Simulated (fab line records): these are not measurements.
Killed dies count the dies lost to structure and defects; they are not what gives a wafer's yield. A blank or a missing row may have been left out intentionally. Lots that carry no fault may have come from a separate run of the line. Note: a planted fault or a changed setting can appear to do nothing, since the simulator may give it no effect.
Which tool is to blame? :: flow gf180mcu :: 17 wafers from 6 lots sampled at 2 of the route's 602 steps

## WHAT THE GAUGES SHOWED, per wafer
GF_M1_THK_MEAS_06: measures by xrf.
lot: L785
measured: day 16 19:22
on: filmMetro-01
M1_ALCU_THK (nm): 446 445 445

lot: L791
measured: day 19 05:50
on: filmMetro-03
M1_ALCU_THK (nm): 446 445 450

lot: L794
measured: day 20 05:09
on: filmMetro-02
M1_ALCU_THK (nm): 456 450

lot: L800
measured: day 22 06:28
on: filmMetro-03
M1_ALCU_THK (nm): 444 445 441

lot: L803
measured: day 23 04:27
on: filmMetro-03
M1_ALCU_THK (nm): 441 443 442

lot: L806
measured: day 24 06:20
on: filmMetro-01
M1_ALCU_THK (nm): 440 436 436

## WHICH TOOL RAN EACH LOT (tool, then ch and the chambers of the sampled wafers, then the start)
lot: L785
GF_M1_SPUTTER_04: pvdSputter-01, day 16 19:11

lot: L791
GF_M1_SPUTTER_04: pvdSputter-02, day 19 05:40

lot: L794
GF_M1_SPUTTER_04: pvdSputter-03, day 20 04:59

lot: L800
GF_M1_SPUTTER_04: pvdSputter-02, day 22 06:19

lot: L803
GF_M1_SPUTTER_04: pvdSputter-01, day 23 04:16

lot: L806
GF_M1_SPUTTER_04: pvdSputter-02, day 24 06:10
- GF_M1_SPUTTER_04: material TiN, target thk 50 nm, time 41.7 s.

## THE ANSWER, worked out from the rows above alone
Rule: what is usual is taken from the lots themselves. The widest of any qualifying gaps counts: lots, ordered by their means at a reading, are off when they make up no more than a third of the lots, leave a main group of 4 or more, and stand apart from it by 3 or more times the standard deviation of that group's means. The tables above print the reading to a certain number of digits; a main group whose means all agree to those digits is not used. Also off: a lot with no number at a reading for which 4 or more lots have one. Where the step has rows for the other lots, those lots are counted as sound.
No lot is off on any of the readings shown, so nothing can be concluded from this.

## WHAT THE SIMULATOR HAD INSERTED
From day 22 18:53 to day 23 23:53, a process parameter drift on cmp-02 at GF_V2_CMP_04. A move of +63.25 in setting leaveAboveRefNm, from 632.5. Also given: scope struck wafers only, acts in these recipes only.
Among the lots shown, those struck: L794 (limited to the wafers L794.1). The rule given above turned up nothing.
